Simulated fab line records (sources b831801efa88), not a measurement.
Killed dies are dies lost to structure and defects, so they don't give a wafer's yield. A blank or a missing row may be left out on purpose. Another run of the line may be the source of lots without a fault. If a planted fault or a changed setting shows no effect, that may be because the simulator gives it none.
Which tool was responsible? | flow sky130 | Sampling: 13 lots, 39 wafers, 3 of 708 route steps

WHAT THE GAUGES SHOWED, per wafer
SKY_FIELD_ISO_BOW_MEAS_00. Usual: INCOMING_BOW gives -1 um (standard deviation 6.8).
lot  | measured    | on            | INCOMING_BOW (um) | flag
L169 | day 1 10:02 | film metro-01 | 3 11 18           |
L170 | day 1 15:00 | film metro-01 | -12 3 -5          |
L171 | day 1 20:02 | film metro-01 | -9 2 6            |
L173 | day 2 06:01 | film metro-02 | -3 -8 -7          |
L181 | day 3 22:00 | film metro-01 | 0 -7 3            |
L182 | day 4 03:02 | film metro-02 | -2 3 -14          |
L184 | day 4 13:00 | film metro-04 | 6 0 -6            |
L185 | day 4 18:00 | film metro-04 | -7 5 2            |
L186 | day 4 23:02 | film metro-01 | -14 12 14         |
L188 | day 5 09:01 | film metro-02 | 0 -2 -5           |
L190 | day 5 19:00 | film metro-02 | 4 -4 12           |
L191 | day 6 00:01 | film metro-01 | -13 6 -6          |
L192 | day 6 05:02 | film metro-02 | 10 1 -2           |

SKY_GATE_OXIDE_THK_MEAS_02. Usual: GATE_OXIDE_OXIDATION_00_THK gives 10.28 nm (standard deviation 0.17).
lot  | measured     | on            | GATE_OXIDE_OXIDATION_00_THK (nm) | flag
L169 | day 12 23:50 | film metro-02 | 10.11 10.30 10.21                |
L170 | day 13 16:47 | film metro-03 | 10.36 10.28 10.53                |
L171 | day 13 16:48 | film metro-04 | 10.34 10.41 10.18                |
L173 | day 13 20:46 | film metro-03 | 10.14 10.40 10.13                |
L181 | day 16 07:10 | film metro-04 | 10.24 10.14 10.32                |
L182 | day 16 16:49 | film metro-04 | 10.59 10.28 10.28                |
L184 | day 17 17:13 | film metro-04 | 10.02 10.29 10.11                |
L185 | day 17 21:19 | film metro-03 | 10.06 9.98 9.98                  |
L186 | day 18 07:53 | film metro-03 | 10.16 10.27 10.15                |
L188 | day 18 23:29 | film metro-04 | 10.21 10.06 9.99                 |
L190 | day 20 18:50 | film metro-02 | 10.07 10.02 10.12                |
L191 | day 20 19:30 | film metro-03 | 10.46 10.58 10.75                |
L192 | day 20 22:26 | film metro-02 | 10.51 10.50 10.58                |

TOOL THAT RAN EACH LOT (tool first, then ch and the chambers of the sampled wafers, then the start)
lot  | SKY_VT_ADJUST_PCH_STRIP_09
L169 | plasma asher-04 ch 0,1, day 10 11:15
L170 | plasma asher-02 ch 0,1, day 10 19:19
L171 | plasma asher-02 ch 0,1, day 11 05:13
L173 | plasma asher-02 ch 0,1, day 11 11:34
L181 | plasma asher-03 ch 0,1, day 13 22:10
L182 | plasma asher-04 ch 0,1, day 14 03:50
L184 | plasma asher-02 ch 0,1, day 14 21:31
L185 | plasma asher-03 ch 0,1, day 15 03:01
L186 | plasma asher-03 ch 0,1, day 15 11:03
L188 | plasma asher-02 ch 0,1, day 16 03:25
L190 | plasma asher-04 ch 0,1, day 17 23:25
L191 | plasma asher-04 ch 0,1, day 18 01:22
L192 | plasma asher-03 ch 0,1, day 18 02:22
- SKY_VT_ADJUST_PCH_STRIP_09: strips in O2/N2.

WHAT THE TOOLS THEMSELVES READ (means of the sampled wafers that have a number; where no wafer has one, the mark that the record gives instead)
SKY_VT_ADJUST_PCH_STRIP_09. Usual: drypump motor current A 5.7 A, standard deviation 0.4; oes product au 0.722 a.u., standard deviation 0.0045; strip time to endpoint s 36.88 s, standard deviation 0.1.
lot  | tool            | drypump motor current A (A) | oes product au (a.u.) | strip time to endpoint s (s) | flag
L169 | plasma asher-04 | 5.7                         | 0.724                 | 36.94                        |
L170 | plasma asher-02 | 5.8                         | 0.727                 | 36.74                        |
L171 | plasma asher-02 | 5.8                         | 0.727                 | 36.84                        |
L173 | plasma asher-02 | 5.6                         | 0.722                 | 37.19                        | OFF
L181 | plasma asher-03 | 5.9                         | 0.722                 | 37.06                        |
L182 | plasma asher-04 | 5.7                         | 0.721                 | 36.86                        |
L184 | plasma asher-02 | 5.6                         | 0.724                 | 36.96                        |
L185 | plasma asher-03 | 5.5                         | 0.719                 | 36.90                        |
L186 | plasma asher-03 | 5.6                         | 0.719                 | 36.92                        |
L188 | plasma asher-02 | 5.8                         | 0.720                 | 36.67                        |
L190 | plasma asher-04 | 5.7                         | 0.724                 | 36.90                        |
L191 | plasma asher-04 | 5.7                         | 0.716                 | 36.87                        |
L192 | plasma asher-03 | 5.8                         | 0.725                 | 36.87                        |

THE ANSWER, worked out from the rows above alone
Rule: a lot counts as off when the mean over its wafers that have a number is more than 3 standard deviations away from the usual mean. Also off: a lot with no number at a reading for which 4 or more lots have one. The other lots that the step has rows for count as sound. After the gauges, taken in route order, come the tools' own readings; for these a lot's mean is taken, as printed above. The first step at which some lot is off is used, and at that step the reading that is off furthest; a lot without a number counts as furthest.
Off at SKY_VT_ADJUST_PCH_STRIP_09 (strip time to endpoint s): L173.
If a tool, at that step or one of the process steps before it, ran each lot that is off and ran no sound lot following the first of them, it fits. Not one of the candidates tried fits.

WHAT THE SIMULATOR HAD INSERTED
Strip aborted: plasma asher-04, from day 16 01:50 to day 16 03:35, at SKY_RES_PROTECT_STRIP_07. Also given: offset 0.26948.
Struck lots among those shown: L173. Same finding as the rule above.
